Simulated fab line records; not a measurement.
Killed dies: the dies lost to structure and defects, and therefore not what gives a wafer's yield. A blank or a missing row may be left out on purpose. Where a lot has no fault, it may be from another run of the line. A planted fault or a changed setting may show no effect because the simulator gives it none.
Which tool did it? | flow gf180mcu | Sampling: 12 lots, 36 wafers, 2 of 602 route steps

## WHAT THE GAUGES SHOWED, per wafer
GF_SALICIDE_RS_MEAS_04: measures by four-point-probe.
lot  | measured     | on            | SALICIDE_TIN_RS (ohm/sq)
L075 | day 15 06:49 | film_metro-01 | 16.08 16.24 16.00
L077 | day 16 07:25 | film_metro-03 | 16.27 15.87 15.99
L079 | day 16 21:01 | film_metro-02 | 16.11 16.37 16.22
L081 | day 17 16:26 | film_metro-03 | 16.52 16.08 16.49
L083 | day 18 10:08 | film_metro-01 | 16.11 16.65 16.12
L085 | day 19 07:16 | film_metro-03 | 16.27 16.17 16.12
L087 | day 20 03:42 | film_metro-01 | 16.11 16.08 16.11
L089 | day 20 17:02 | film_metro-01 | 16.75 16.73 17.10
L091 | day 21 15:26 | film_metro-03 | 16.36 16.19 16.37
L093 | day 21 23:15 | film_metro-03 | 16.12 15.93 16.15
L095 | day 22 12:46 | film_metro-03 | 16.60 16.72 16.53
L097 | day 23 08:40 | film_metro-01 | 16.59 16.60 16.64

## EACH LOT AND THE TOOL THAT RAN IT (in order: tool; ch and the chambers of the sampled wafers; start)
lot  | GF_SALICIDE_SPUTTER_02
L075 | pvd_sputter-01, day 15 06:46
L077 | pvd_sputter-01, day 16 07:20
L079 | pvd_sputter-04, day 16 20:58
L081 | pvd_sputter-01, day 17 16:22
L083 | pvd_sputter-02, day 18 10:05
L085 | pvd_sputter-04, day 19 07:13
L087 | pvd_sputter-04, day 20 03:36
L089 | pvd_sputter-02, day 20 16:55
L091 | pvd_sputter-01, day 21 15:21
L093 | pvd_sputter-02, day 21 23:12
L095 | pvd_sputter-04, day 22 12:40
L097 | pvd_sputter-01, day 23 08:36
- GF_SALICIDE_SPUTTER_02: material Co, target thk 10 nm, time 20 s.

## THE ANSWER, worked out from the rows above alone
Rule: the usual values come from the lots themselves. Put in order of their means at a reading, lots are off if they are a third of the lots or fewer, leave a main group of 4 or more, and stand apart from it by a gap of 3 or more times the standard deviation of the main group's means; of several such gaps the widest counts. If all means in a main group match to the digits the tables above print for the reading, that group is not used. A lot without any number at a reading at which 4 lots or more have one is off too. Where the step has rows for the other lots, those lots are counted as sound.
No lot is off on any of the readings shown, so nothing can be concluded from this.

## WHAT WAS PUT IN BY THE SIMULATOR
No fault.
